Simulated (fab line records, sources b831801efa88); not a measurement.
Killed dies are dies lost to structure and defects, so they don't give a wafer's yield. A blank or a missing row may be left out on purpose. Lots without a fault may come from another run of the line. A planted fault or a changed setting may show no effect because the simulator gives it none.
Which tool did it? | flow gf180mcu | 7 lots, 21 wafers sampled, at 2 steps of a route of 602

WHAT THE GAUGES READ, wafer by wafer
GF_HV_LDD_RS_MEAS_53: measures by four-point-probe.
lot  | measured     | on            | HV_LDD_RS (ohm/sq)
L231 | day 12 19:19 | film_metro-01 | 418.4 418.6 417.7
L233 | day 13 06:58 | film_metro-03 | 419.5 417.7 418.6
L241 | day 16 00:38 | film_metro-04 | - - -
L246 | day 17 14:28 | film_metro-03 | 417.9 417.1 418.3
L248 | day 18 08:04 | film_metro-04 | 417.7 417.9 416.8
L251 | day 19 13:43 | film_metro-03 | 419.3 417.5 418.0
L253 | day 20 03:17 | film_metro-03 | 419.0 418.5 418.7

WHICH TOOL RAN EACH LOT (tool, then ch and the chambers of the sampled wafers, then the start)
lot  | GF_HV_LDD_IMPLANT_35
L231 | implanter-03 ch 0, day 11 22:53
L233 | implanter-03 ch 0, day 12 10:44
L241 | implanter-01 ch 0, day 15 02:26
L246 | implanter-03 ch 0, day 16 14:14
L248 | implanter-03 ch 0, day 17 08:26
L251 | implanter-01 ch 0, day 18 12:41
L253 | implanter-02 ch 0, day 19 01:44
- GF_HV_LDD_IMPLANT_35

THE ANSWER, worked out from the rows above alone
Rule: what is usual is taken from the lots themselves. Put in order of their means at a reading, lots are off if they are a third of the lots or fewer, leave a main group of 4 or more, and stand apart from it by a gap of 3 or more times the standard deviation of the main group's means; of several such gaps the widest counts. A main group whose means are all the same, to the digits that the tables above print for the reading, isn't used. A lot without any number at a reading at which 4 lots or more have one is off too. The other lots that the step has rows for count as sound.
Off: L241, at GF_HV_LDD_RS_MEAS_53 (HV_LDD_RS). Without a number there: L241. The main group: mean 418.2 ohm/sq, standard deviation 0.44.
A tool fits if, at a process step before that reading, it ran every lot that is off, and no sound lot after the first of them. The gauges at GF_HV_LDD_RS_MEAS_53 are tried like those tools. None of those tried fits.

WHAT THE SIMULATOR HAD PUT IN
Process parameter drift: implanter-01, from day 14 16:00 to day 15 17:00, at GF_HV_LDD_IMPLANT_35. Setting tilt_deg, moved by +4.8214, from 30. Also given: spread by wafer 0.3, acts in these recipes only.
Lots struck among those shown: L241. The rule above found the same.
